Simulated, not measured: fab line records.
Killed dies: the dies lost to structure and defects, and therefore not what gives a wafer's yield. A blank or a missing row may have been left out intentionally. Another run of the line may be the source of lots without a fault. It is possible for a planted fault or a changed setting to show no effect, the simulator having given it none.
Which tool was responsible? | flow sky130 | 6 lots (18 wafers sampled), 1 step of a 708-step route

== WHAT THE GAUGES READ, wafer by wafer ==
SKY_SONOS_ONO_THK_MEAS_01.
lot  | measured     | on            | SONOS_ONO_OXIDATION_THK (nm)
L167 | day 12 15:04 | film-metro-02 | 2.50 2.51 2.51
L169 | day 13 08:06 | film-metro-01 | 2.54 2.56 2.64
L172 | day 14 01:47 | film-metro-02 | 2.53 2.60 2.58
L174 | day 14 16:55 | film-metro-04 | 2.53 2.57 2.52
L176 | day 15 14:34 | film-metro-01 | 2.57 2.64 2.64
L180 | day 17 09:20 | film-metro-02 | 2.62 2.66 2.65

== TOOL THAT RAN EACH LOT (tool first, then ch and the chambers of the sampled wafers, then the start) ==
There is no process step in the record ahead of these readings.

== THE ANSWER, worked out from the rows above alone ==
Rule: usual is defined by the lots themselves. Put in order of their means at a reading, lots are off if they are a third of the lots or fewer, leave a main group of 4 or more, and stand apart from it by a gap of 3 or more times the standard deviation of the main group's means; of several such gaps the widest counts. A main group is skipped when, at the precision printed for the reading in the tables above, its means are all equal. A lot without any number at a reading at which 4 lots or more have one is off too. Where the step has rows for the other lots, those lots are counted as sound.
No lot is off on any of the readings shown, so nothing can be concluded from this.

== WHAT THE SIMULATOR PUT IN ==
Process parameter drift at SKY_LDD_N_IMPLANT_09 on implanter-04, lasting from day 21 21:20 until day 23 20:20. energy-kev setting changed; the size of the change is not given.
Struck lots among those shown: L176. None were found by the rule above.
